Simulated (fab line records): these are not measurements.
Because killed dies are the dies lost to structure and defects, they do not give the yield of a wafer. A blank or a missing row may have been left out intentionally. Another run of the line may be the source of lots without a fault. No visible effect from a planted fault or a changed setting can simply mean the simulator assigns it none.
Matching of chambers	flow gf180mcu	3 sister chambers for GF_PASSIVATION_CVD_00 on pecvd-02
The step deposits SiO2 from TEOS, target thk 1000 nm, time 111.95 s. 18 wafers are shown with their chamber, then 9 later ones without.

EACH WAFER AND ITS CHAMBER
wafer	chamber	heater_power_w (W)
L076.1	0	707
L076.3	2	781
L076.6	0	630
L080.2	0	705
L080.4	0	750
L080.5	1	887
L084.1	1	887
L084.4	0	721
L084.6	1	922
L085.4	1	711
L085.5	0	633
L085.6	2	851
L089.1	1	925
L089.2	0	759
L089.3	2	802
L089.4	0	612
L089.5	2	660
L089.6	1	732

SIGNATURES (means of the wafers above)
reading	chamber 0	chamber 1	chamber 2	scatter within a chamber
heater_power_w	689.62	844.00	773.50	77.1
Rule: a wafer's distance from a chamber is the root of the sum, over the readings, of the square of ((its reading less the chamber's mean) divided by the reading's scatter). If the next closest chamber is less than 2 further off than the closest, the wafer can't be placed; otherwise it belongs to the closest. The scatter: the root of (the sum of the squares of (reading less its chamber's mean) over the shown wafers, divided by (wafers less chambers)).

WAFERS WHOSE CHAMBER IS MISSING
wafer	heater_power_w (W)
L093.3	740
L093.4	788
L093.6	721
L096.1	668
L096.2	906
L096.3	792
L096.4	773
L096.5	642
L096.6	707

EACH ONE'S CHAMBER
wafer	from the rows above	in truth
L093.3	can't be placed: 2 or 0 or 1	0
L093.4	can't be placed: 2 or 1 or 0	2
L093.6	can't be placed: 0 or 2 or 1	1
L096.1	can't be placed: 0 or 2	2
L096.2	can't be placed: 1 or 2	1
L096.3	can't be placed: 2 or 1 or 0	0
L096.4	can't be placed: 2 or 1 or 0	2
L096.5	can't be placed: 0 or 2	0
L096.6	can't be placed: 0 or 2 or 1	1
0 of 9 placed correctly. Can't be placed from these rows: 9 (the true chamber is among the candidates in 9). 0 placed wrongly.
